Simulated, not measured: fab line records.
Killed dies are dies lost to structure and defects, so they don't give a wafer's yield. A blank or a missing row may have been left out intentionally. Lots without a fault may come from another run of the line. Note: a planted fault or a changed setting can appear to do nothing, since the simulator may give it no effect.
One fault seen from 2 desks    flow gf180mcu    only its own numbers are on each desk; what lay behind them is given at the end

THE METROLOGY DESK
What the gauges read, lot by lot, whatever tool the lot ran on: means of the sampled wafers that have a number. The brackets show how far a lot's mean lies from the usual mean; more than 4 standard deviations puts the lot out of limits, marked OUT.
Columns: A = HV_LDD_TW at GF_HV_LDD_TW_MEAS_11, usual 2412; B = NSD_TW at GF_NSD_TW_MEAS_12, usual 4279; C = NSD_RS at GF_PSD_RS_MEAS_14, usual 46.20 ohm/sq
lot   first seen here  A     B     C
L559  day 10 07:16     2393  4272  46.16
L560  day 10 13:09     2398  4298  46.22
L563  day 11 13:08     2423  4256  46.13
L568  day 13 01:47     2429  4173  48.73 (+26) OUT
L569  day 13 11:29     2395  4167  48.83 (+27) OUT
L574  day 14 23:12     2393  4303  46.32
L575  day 15 08:29     2415  4199  46.25
L576  day 15 15:50     2420  4325  46.09
L578  day 16 03:19     2387  4275  46.13
L579  day 16 12:20     2429  4291  46.28
Per this desk, out of limits: L568, L569; the first was L568, day 17 19:19 (NSD_RS at GF_PSD_RS_MEAS_14). L559, L560, L563, L574, L575, L576, L578, L579 stayed within limits.

FOR THE TOOL OWNER'S DESK: implanter-02
The tool's own readings at GF_NSD_IMPLANT_09, given as means over the sampled wafers that have a number, one for each lot that went through this tool. The brackets show how far a lot's mean lies from the usual mean; more than 4 standard deviations puts the lot out of limits, marked OUT.
Columns: A = beam_energy_keV at GF_NSD_IMPLANT_09, usual 60.000; B = beam_on_s at GF_NSD_IMPLANT_09, usual 19.2 s; C = dose_ions_cm2 at GF_NSD_IMPLANT_09, usual 4e+15
lot   first seen here  A                         B     C
L568  day 16 19:10     51.115 (-99 or more) OUT  17.1  4e+15
L569  day 17 05:10     51.115 (-99 or more) OUT  16.8  4e+15
L576  day 19 17:04     59.996                    17.1  4e+15
L578  day 20 05:05     60.029                    17.1  4e+15
Finding of this desk: L568, L569 out of limits; the first was L568 at day 16 19:10, on beam_energy_keV at GF_NSD_IMPLANT_09. L576, L578 stayed within limits.

ALL TOGETHER
An alarm could have come from the tool owner's desk at day 16 19:10, on L568, L569.
The metrology desk could have raised an alarm at day 17 19:19, on L568, L569.
On implanter-02, each named lot ran GF_NSD_IMPLANT_09.

WHAT WAS PUT IN BY THE SIMULATOR
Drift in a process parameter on implanter-02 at GF_NSD_IMPLANT_09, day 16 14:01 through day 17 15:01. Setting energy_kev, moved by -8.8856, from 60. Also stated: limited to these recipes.
Shown lots that were struck: L568, L569.
Time in hours from fault onset to the first out-of-limits reading at each desk: tool owner's desk 5, metrology desk 29.
